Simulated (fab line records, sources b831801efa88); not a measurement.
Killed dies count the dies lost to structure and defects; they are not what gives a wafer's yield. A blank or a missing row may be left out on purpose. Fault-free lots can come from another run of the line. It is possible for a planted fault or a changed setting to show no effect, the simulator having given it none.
The tool behind it: which one? / flow sky130 / 42 wafers from 14 lots sampled at 4 of the route's 708 steps

== WHAT EACH GAUGE READ, for each wafer ==
SKY_FIELD_ISO_THK_MEAS_23. Usual: FIELD_ISO_OXIDATION_01_THK gives 10.04 nm (standard deviation 0.19).
lot=L832; measured=day 2 05:16; on=filmMetro-03; FIELD_ISO_OXIDATION_01_THK (nm)=10.12 10.21 10.04; flag=
lot=L833; measured=day 2 15:41; on=filmMetro-01; FIELD_ISO_OXIDATION_01_THK (nm)=10.10 10.31 10.50; flag=
lot=L835; measured=day 3 00:14; on=filmMetro-04; FIELD_ISO_OXIDATION_01_THK (nm)=10.12 10.14 10.01; flag=
lot=L836; measured=day 3 03:32; on=filmMetro-03; FIELD_ISO_OXIDATION_01_THK (nm)=9.73 9.65 9.60; flag=
lot=L839; measured=day 3 18:47; on=filmMetro-03; FIELD_ISO_OXIDATION_01_THK (nm)=10.26 10.11 10.13; flag=
lot=L845; measured=day 5 04:07; on=filmMetro-03; FIELD_ISO_OXIDATION_01_THK (nm)=9.85 10.28 10.00; flag=
lot=L848; measured=day 5 19:07; on=filmMetro-04; FIELD_ISO_OXIDATION_01_THK (nm)=9.97 10.00 10.04; flag=
lot=L849; measured=day 6 00:43; on=filmMetro-01; FIELD_ISO_OXIDATION_01_THK (nm)=9.99 9.86 9.87; flag=
lot=L850; measured=day 6 03:24; on=filmMetro-01; FIELD_ISO_OXIDATION_01_THK (nm)=10.01 9.86 10.07; flag=
lot=L851; measured=day 6 09:10; on=filmMetro-03; FIELD_ISO_OXIDATION_01_THK (nm)=9.98 9.89 9.87; flag=
lot=L852; measured=day 6 17:20; on=filmMetro-03; FIELD_ISO_OXIDATION_01_THK (nm)=10.08 9.94 10.17; flag=
lot=L853; measured=day 7 01:42; on=filmMetro-04; FIELD_ISO_OXIDATION_01_THK (nm)=10.35 10.32 10.29; flag=
lot=L854; measured=day 7 07:08; on=filmMetro-04; FIELD_ISO_OXIDATION_01_THK (nm)=10.01 9.96 9.99; flag=
lot=L855; measured=day 7 07:08; on=filmMetro-03; FIELD_ISO_OXIDATION_01_THK (nm)=10.16 10.41 10.04; flag=

SKY_SONOS_TUNNEL_OVL_MEAS_08. Usual: SONOS_TUNNEL_OVL gives 0.6 nm (standard deviation 1.4).
lot=L832; measured=day 10 22:20; on=overlay-02; SONOS_TUNNEL_OVL (nm)=-0.1 2.5 2.4; flag=
lot=L833; measured=day 11 16:09; on=overlay-02; SONOS_TUNNEL_OVL (nm)=1.2 0.6 0.7; flag=
lot=L835; measured=day 12 05:17; on=overlay-01; SONOS_TUNNEL_OVL (nm)=-0.7 -0.2 0.2; flag=
lot=L836; measured=day 12 12:51; on=overlay-01; SONOS_TUNNEL_OVL (nm)=1.9 -0.1 0.5; flag=
lot=L839; measured=day 13 18:16; on=overlay-01; SONOS_TUNNEL_OVL (nm)=1.6 0.2 -0.2; flag=
lot=L845; measured=day 15 16:09; on=overlay-01; SONOS_TUNNEL_OVL (nm)=0.8 -0.9 0.0; flag=
lot=L848; measured=day 16 14:40; on=overlay-02; SONOS_TUNNEL_OVL (nm)=1.0 0.7 -0.1; flag=
lot=L849; measured=day 16 23:24; on=overlay-02; SONOS_TUNNEL_OVL (nm)=2.4 3.7 2.9; flag=
lot=L850; measured=day 17 02:07; on=overlay-01; SONOS_TUNNEL_OVL (nm)=1.7 2.2 0.2; flag=
lot=L851; measured=day 17 16:52; on=overlay-01; SONOS_TUNNEL_OVL (nm)=1.0 -0.7 -0.1; flag=
lot=L852; measured=day 18 11:51; on=overlay-02; SONOS_TUNNEL_OVL (nm)=1.2 2.4 0.4; flag=
lot=L853; measured=day 19 00:05; on=overlay-02; SONOS_TUNNEL_OVL (nm)=-0.7 0.0 -1.1; flag=
lot=L854; measured=day 19 07:35; on=overlay-01; SONOS_TUNNEL_OVL (nm)=-1.8 -1.7 -0.7; flag=
lot=L855; measured=day 19 04:39; on=overlay-01; SONOS_TUNNEL_OVL (nm)=-1.9 -1.0 -1.8; flag=

SKY_SONOS_TUNNEL_TW_MEAS_12. Usual: SONOS_TUNNEL_TW gives 197.9 (standard deviation 1.2).
lot=L832; measured=day 10 22:59; on=filmMetro-02; SONOS_TUNNEL_TW=200.0 199.2 198.8; flag=
lot=L833; measured=day 11 16:38; on=filmMetro-03; SONOS_TUNNEL_TW=197.3 197.4 197.6; flag=
lot=L835; measured=day 12 05:44; on=filmMetro-03; SONOS_TUNNEL_TW=196.6 196.6 196.1; flag=
lot=L836; measured=day 12 13:18; on=filmMetro-03; SONOS_TUNNEL_TW=196.8 196.4 196.4; flag=
lot=L839; measured=day 13 18:44; on=filmMetro-01; SONOS_TUNNEL_TW=198.5 198.9 199.5; flag=
lot=L845; measured=day 15 16:36; on=filmMetro-02; SONOS_TUNNEL_TW=198.1 198.2 198.0; flag=
lot=L848; measured=day 16 15:07; on=filmMetro-02; SONOS_TUNNEL_TW=198.2 198.4 198.8; flag=
lot=L849; measured=day 16 23:59; on=filmMetro-02; SONOS_TUNNEL_TW=197.8 198.3 198.3; flag=
lot=L850; measured=day 17 02:33; on=filmMetro-02; SONOS_TUNNEL_TW=198.4 198.0 197.1; flag=
lot=L851; measured=day 17 17:19; on=filmMetro-01; SONOS_TUNNEL_TW=198.3 197.9 198.4; flag=
lot=L852; measured=day 18 12:18; on=filmMetro-02; SONOS_TUNNEL_TW=197.9 199.3 199.4; flag=
lot=L853; measured=day 19 00:35; on=filmMetro-03; SONOS_TUNNEL_TW=195.5 196.0 195.8; flag=
lot=L854; measured=day 19 08:02; on=filmMetro-01; SONOS_TUNNEL_TW=199.6 199.1 199.9; flag=
lot=L855; measured=day 19 05:07; on=filmMetro-03; SONOS_TUNNEL_TW=195.6 195.1 196.5; flag=

== WHAT TOOL EACH LOT RAN ON (gives the tool, then ch and the chambers of the sampled wafers, and finally the start) ==
lot=L832; SKY_VT_ADJUST_HVTP_SOFTBAKE_03=lithoTrack-03 ch 0, day 5 11:08
lot=L833; SKY_VT_ADJUST_HVTP_SOFTBAKE_03=lithoTrack-02 ch 0, day 6 00:16
lot=L835; SKY_VT_ADJUST_HVTP_SOFTBAKE_03=lithoTrack-02 ch 0, day 6 10:04
lot=L836; SKY_VT_ADJUST_HVTP_SOFTBAKE_03=lithoTrack-03 ch 0, day 6 17:16
lot=L839; SKY_VT_ADJUST_HVTP_SOFTBAKE_03=lithoTrack-04 ch 0, day 7 13:38
lot=L845; SKY_VT_ADJUST_HVTP_SOFTBAKE_03=lithoTrack-04 ch 0, day 9 00:29
lot=L848; SKY_VT_ADJUST_HVTP_SOFTBAKE_03=lithoTrack-03 ch 0, day 9 19:35
lot=L849; SKY_VT_ADJUST_HVTP_SOFTBAKE_03=lithoTrack-03 ch 0, day 10 01:02
lot=L850; SKY_VT_ADJUST_HVTP_SOFTBAKE_03=lithoTrack-03 ch 0, day 10 02:50
lot=L851; SKY_VT_ADJUST_HVTP_SOFTBAKE_03=lithoTrack-02 ch 0, day 10 15:11
lot=L852; SKY_VT_ADJUST_HVTP_SOFTBAKE_03=lithoTrack-04 ch 0, day 11 06:49
lot=L853; SKY_VT_ADJUST_HVTP_SOFTBAKE_03=lithoTrack-04 ch 0, day 11 16:58
lot=L854; SKY_VT_ADJUST_HVTP_SOFTBAKE_03=lithoTrack-04 ch 0, day 11 21:43
lot=L855; SKY_VT_ADJUST_HVTP_SOFTBAKE_03=lithoTrack-04 ch 0, day 11 20:50
- SKY_VT_ADJUST_HVTP_SOFTBAKE_03: time 60 s.

== AS READ BY THE TOOLS THEMSELVES (means over the sampled wafers that have a number; for cases with no such wafer, the mark the record gives instead) ==
SKY_VT_ADJUST_HVTP_SOFTBAKE_03. Usual: heaterPowerTotalW 56.60 W, standard deviation 0.048; plateTempC 90.01 C, standard deviation 0.12.
lot=L832; tool=lithoTrack-03; heaterPowerTotalW (W)=56.62; plateTempC (C)=90.02; flag=
lot=L833; tool=lithoTrack-02; heaterPowerTotalW (W)=56.61; plateTempC (C)=90.13; flag=
lot=L835; tool=lithoTrack-02; heaterPowerTotalW (W)=56.56; plateTempC (C)=90.10; flag=
lot=L836; tool=lithoTrack-03; heaterPowerTotalW (W)=56.61; plateTempC (C)=90.00; flag=
lot=L839; tool=lithoTrack-04; heaterPowerTotalW (W)=56.58; plateTempC (C)=90.07; flag=
lot=L845; tool=lithoTrack-04; heaterPowerTotalW (W)=56.62; plateTempC (C)=90.19; flag=
lot=L848; tool=lithoTrack-03; heaterPowerTotalW (W)=55.16; plateTempC (C)=88.50; flag=OFF
lot=L849; tool=lithoTrack-03; heaterPowerTotalW (W)=55.18; plateTempC (C)=88.27; flag=OFF
lot=L850; tool=lithoTrack-03; heaterPowerTotalW (W)=55.11; plateTempC (C)=88.32; flag=OFF
lot=L851; tool=lithoTrack-02; heaterPowerTotalW (W)=56.57; plateTempC (C)=89.87; flag=
lot=L852; tool=lithoTrack-04; heaterPowerTotalW (W)=56.56; plateTempC (C)=90.08; flag=
lot=L853; tool=lithoTrack-04; heaterPowerTotalW (W)=56.62; plateTempC (C)=90.04; flag=
lot=L854; tool=lithoTrack-04; heaterPowerTotalW (W)=56.57; plateTempC (C)=90.00; flag=
lot=L855; tool=lithoTrack-04; heaterPowerTotalW (W)=56.56; plateTempC (C)=90.10; flag=

== THE ANSWER, worked out from the rows above alone ==
Rule: lot off if the mean of its wafers having a number is beyond 3 standard deviations from the usual mean. A lot without any number at a reading at which 4 lots or more have one is off too. All remaining lots with rows at the step are treated as sound. The gauges are gone through in route order, then the tools' own readings, and for those a lot's mean is taken as printed above. The first step at which some lot is off is used, and at that step the reading that is off furthest; a lot without a number counts as furthest.
Off: L848, L849, L850, at SKY_VT_ADJUST_HVTP_SOFTBAKE_03 (heaterPowerTotalW).
If a tool, at that step or one of the process steps before it, ran each lot that is off and ran no sound lot following the first of them, it fits. One candidate fits, namely lithoTrack-03 at SKY_VT_ADJUST_HVTP_SOFTBAKE_03. A fault onset in the window from L836 (day 6 17:16, its last sound lot) to L848 (day 9 19:35, its first lot off) fits.
The tool's own readings at SKY_VT_ADJUST_HVTP_SOFTBAKE_03 bear it out: on the lots that are off they differ by more than 5 times the standard deviation of the sound lots' means. heaterPowerTotalW reads 55.15 W there against 56.59 W on the sound lots; plateTempC reads 88.36 C there against 90.05 C on the sound lots.

== WHAT WAS PUT IN BY THE SIMULATOR ==
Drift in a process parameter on lithoTrack-03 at SKY_VT_ADJUST_HVTP_SOFTBAKE_03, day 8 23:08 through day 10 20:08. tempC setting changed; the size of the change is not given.
Lots struck among those shown: L848, L849, L850. The rule above found the same.
